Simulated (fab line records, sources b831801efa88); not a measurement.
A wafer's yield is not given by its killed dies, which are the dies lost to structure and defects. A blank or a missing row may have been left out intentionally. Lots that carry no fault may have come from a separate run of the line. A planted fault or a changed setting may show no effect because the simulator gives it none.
Which tool is to blame? :: flow gf180mcu :: 44 wafers from 15 lots sampled at 5 of the route's 602 steps

== WHAT EACH GAUGE READ, for each wafer ==
GF_NSD_TW_MEAS_12.
lot: L726
measured: day 13 09:46
on: film metro-02
NSD_TW: 4255 4278 4261

lot: L728
measured: day 13 22:19
on: film metro-03
NSD_TW: 4250 4273 4302

lot: L730
measured: day 14 19:38
on: film metro-03
NSD_TW: 4233 4252 4244

lot: L732
measured: day 15 04:02
on: film metro-03
NSD_TW: 4200 4197 4196

lot: L733
measured: day 15 12:32
on: film metro-02
NSD_TW: 4267 4247 4267

lot: L734
measured: day 16 01:49
on: film metro-03
NSD_TW: 4239 4244 4231

lot: L735
measured: day 16 05:00
on: film metro-01
NSD_TW: 4303 4278 4304

lot: L736
measured: day 16 18:41
on: film metro-03
NSD_TW: 4224 4218 4226

lot: L737
measured: day 16 23:15
on: film metro-02
NSD_TW: 4243 4249 4285

lot: L738
measured: day 17 09:53
on: film metro-02
NSD_TW: 4288 4305 4296

lot: L739
measured: day 17 17:28
on: film metro-01
NSD_TW: 4297 4296 4301

lot: L741
measured: day 18 09:07
on: film metro-02
NSD_TW: 4247 4253 4244

lot: L742
measured: day 18 14:04
on: film metro-02
NSD_TW: 4269 4268 4253

lot: L743
measured: day 19 03:18
on: film metro-03
NSD_TW: 4247 4241 4239

lot: L744
measured: day 19 11:00
on: film metro-01
NSD_TW: 4307 4277

GF_SAB_CD_MEAS_09: target cd 420 nm.
lot: L726
measured: day 15 03:50
on: cd sem-02
cd nm (nm): 420.1 420.3 421.4

lot: L728
measured: day 15 17:22
on: cd sem-01
cd nm (nm): 421.0 421.5 421.5

lot: L730
measured: day 16 15:23
on: cd sem-02
cd nm (nm): 417.8 416.8 418.4

lot: L732
measured: day 17 00:29
on: cd sem-01
cd nm (nm): 420.9 418.5 419.9

lot: L733
measured: day 17 07:07
on: cd sem-02
cd nm (nm): 416.2 417.2 417.2

lot: L734
measured: day 17 22:14
on: cd sem-01
cd nm (nm): 420.5 418.0 421.4

lot: L735
measured: day 18 01:07
on: cd sem-02
cd nm (nm): 423.9 423.8 421.9

lot: L736
measured: day 18 15:20
on: cd sem-01
cd nm (nm): 421.7 422.5 424.0

lot: L737
measured: day 18 19:29
on: cd sem-01
cd nm (nm): 418.9 420.3 420.0

lot: L738
measured: day 19 08:32
on: cd sem-02
cd nm (nm): 421.6 421.8 423.2

lot: L739
measured: day 19 16:44
on: cd sem-01
cd nm (nm): 418.6 415.5 416.4

lot: L741
measured: day 20 10:02
on: cd sem-02
cd nm (nm): 418.0 420.2 418.8

lot: L742
measured: day 20 14:17
on: cd sem-02
cd nm (nm): 310.4 310.1 422.5

lot: L743
measured: day 21 03:58
on: cd sem-01
cd nm (nm): 307.6 420.4 420.4

lot: L744
measured: day 21 11:56
on: cd sem-01
cd nm (nm): 299.7 416.4

GF_SAB_OVL_MEAS_10.
lot: L726
measured: day 15 03:56
on: overlay-01
SAB_OVL (nm): 0.1 -1.4 -2.2

lot: L728
measured: day 15 17:28
on: overlay-01
SAB_OVL (nm): 0.0 0.2 1.5

lot: L730
measured: day 16 15:31
on: overlay-01
SAB_OVL (nm): -2.6 -1.8 -2.8

lot: L732
measured: day 17 00:34
on: overlay-01
SAB_OVL (nm): -1.5 -1.8 -1.4

lot: L733
measured: day 17 07:13
on: overlay-02
SAB_OVL (nm): -0.9 -0.9 -1.4

lot: L734
measured: day 17 22:22
on: overlay-02
SAB_OVL (nm): -1.2 -1.8 -0.5

lot: L735
measured: day 18 01:13
on: overlay-02
SAB_OVL (nm): -1.2 -2.4 -3.0

lot: L736
measured: day 18 15:28
on: overlay-02
SAB_OVL (nm): -2.0 -2.1 -0.8

lot: L737
measured: day 18 19:37
on: overlay-01
SAB_OVL (nm): 0.2 -0.9 -0.7

lot: L738
measured: day 19 08:40
on: overlay-02
SAB_OVL (nm): -3.2 0.2 1.0

lot: L739
measured: day 19 16:49
on: overlay-02
SAB_OVL (nm): -0.7 -0.8 0.8

lot: L741
measured: day 20 10:07
on: overlay-01
SAB_OVL (nm): 0.0 -1.9 -1.3

lot: L742
measured: day 20 14:25
on: overlay-01
SAB_OVL (nm): -0.4 -0.7 -1.1

lot: L743
measured: day 21 04:04
on: overlay-02
SAB_OVL (nm): -0.1 -1.3 -0.9

lot: L744
measured: day 21 12:04
on: overlay-02
SAB_OVL (nm): 0.5 -1.5

GF_SALICIDE_RS_MEAS_04: measurement is done with a four-point probe.
lot: L726
measured: day 15 04:23
on: film metro-04
SALICIDE_TIN_RS (ohm/sq): 16.05 15.91 15.90

lot: L728
measured: day 15 17:55
on: film metro-03
SALICIDE_TIN_RS (ohm/sq): 16.64 16.67 16.47

lot: L730
measured: day 16 15:58
on: film metro-04
SALICIDE_TIN_RS (ohm/sq): 16.55 16.52 16.54

lot: L732
measured: day 17 01:02
on: film metro-02
SALICIDE_TIN_RS (ohm/sq): 16.89 16.72 16.59

lot: L733
measured: day 17 07:40
on: film metro-03
SALICIDE_TIN_RS (ohm/sq): 16.42 16.61 16.93

lot: L734
measured: day 17 22:47
on: film metro-02
SALICIDE_TIN_RS (ohm/sq): 16.58 16.54 16.82

lot: L735
measured: day 18 01:40
on: film metro-03
SALICIDE_TIN_RS (ohm/sq): 16.92 16.83 17.02

lot: L736
measured: day 18 15:54
on: film metro-02
SALICIDE_TIN_RS (ohm/sq): 16.44 16.48 16.20

lot: L737
measured: day 18 20:02
on: film metro-03
SALICIDE_TIN_RS (ohm/sq): 15.98 16.08 16.09

lot: L738
measured: day 19 09:07
on: film metro-03
SALICIDE_TIN_RS (ohm/sq): 16.79 16.54 16.78

lot: L739
measured: day 19 17:16
on: film metro-02
SALICIDE_TIN_RS (ohm/sq): 16.16 16.54 16.34

lot: L741
measured: day 20 10:35
on: film metro-04
SALICIDE_TIN_RS (ohm/sq): 16.07 16.39 16.13

lot: L742
measured: day 20 14:53
on: film metro-02
SALICIDE_TIN_RS (ohm/sq): 16.20

lot: L743
measured: day 21 04:32
on: film metro-03
SALICIDE_TIN_RS (ohm/sq): 16.06 15.85

lot: L744
measured: day 21 12:34
on: film metro-03
SALICIDE_TIN_RS (ohm/sq): 16.21

== WHICH TOOL RAN EACH LOT (tool, then ch and the chambers of the sampled wafers, then the start) ==
lot: L726
GF_SAB_EXPOSE_06: iline stepper-02 ch 0, day 14 17:32

lot: L728
GF_SAB_EXPOSE_06: iline stepper-01 ch 0, day 15 06:53

lot: L730
GF_SAB_EXPOSE_06: iline stepper-01 ch 0, day 16 04:23

lot: L732
GF_SAB_EXPOSE_06: iline stepper-01 ch 0, day 16 13:39

lot: L733
GF_SAB_EXPOSE_06: iline stepper-02 ch 0, day 16 20:56

lot: L734
GF_SAB_EXPOSE_06: iline stepper-01 ch 0, day 17 11:23

lot: L735
GF_SAB_EXPOSE_06: iline stepper-02 ch 0, day 17 14:35

lot: L736
GF_SAB_EXPOSE_06: iline stepper-02 ch 0, day 18 04:32

lot: L737
GF_SAB_EXPOSE_06: iline stepper-01 ch 0, day 18 07:44

lot: L738
GF_SAB_EXPOSE_06: iline stepper-01 ch 0, day 18 20:44

lot: L739
GF_SAB_EXPOSE_06: iline stepper-01 ch 0, day 19 04:31

lot: L741
GF_SAB_EXPOSE_06: iline stepper-01 ch 0, day 19 22:38

lot: L742
GF_SAB_EXPOSE_06: iline stepper-01 ch 0, day 20 03:17

lot: L743
GF_SAB_EXPOSE_06: iline stepper-01 ch 0, day 20 15:24

lot: L744
GF_SAB_EXPOSE_06: iline stepper-01 ch 0, day 21 00:11
- GF_SAB_EXPOSE_06: exposes mask SAB, target cd 420 nm.

== AS READ BY THE TOOLS THEMSELVES (means over the sampled wafers that have a number; for cases with no such wafer, the mark the record gives instead) ==
The record holds no such reading with a usual standard deviation.

== THE ANSWER, worked out from the rows above alone ==
Rule: the lots themselves supply what counts as usual. Put in order of their means at a reading, lots are off if they are a third of the lots or fewer, leave a main group of 4 or more, and stand apart from it by a gap of 3 or more times the standard deviation of the main group's means; of several such gaps the widest counts. A main group whose means are all the same, to the digits that the tables above print for the reading, isn't used. A lot without any number at a reading at which 4 lots or more have one is off too. Any other lot the step has rows for is counted as sound. Order of review: gauges by route order, followed by the tools' own readings, for which a lot's mean as printed above is used. At the first step where some lot is off, the reading lying furthest off is the one used; lots without a number count as furthest.
Off: L742, L743, L744, at GF_SAB_CD_MEAS_09 (cd nm). Main group: mean 420.0 nm, sd 2.1.
If a tool, at a process step before that reading, ran all the lots that are off and no sound lot after the first of them, it fits. Those tools and the gauges at GF_SAB_CD_MEAS_09 are tried in the same way. One fits: GF_SAB_EXPOSE_06 on iline stepper-01. A fault onset in the window from L741 (day 19 22:38, its last sound lot) to L742 (day 20 03:17, its first lot off) fits.

== WHAT HAD BEEN PUT IN BY THE SIMULATOR ==
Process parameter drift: iline stepper-01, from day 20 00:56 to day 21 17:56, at GF_SAB_EXPOSE_06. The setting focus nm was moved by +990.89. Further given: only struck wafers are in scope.
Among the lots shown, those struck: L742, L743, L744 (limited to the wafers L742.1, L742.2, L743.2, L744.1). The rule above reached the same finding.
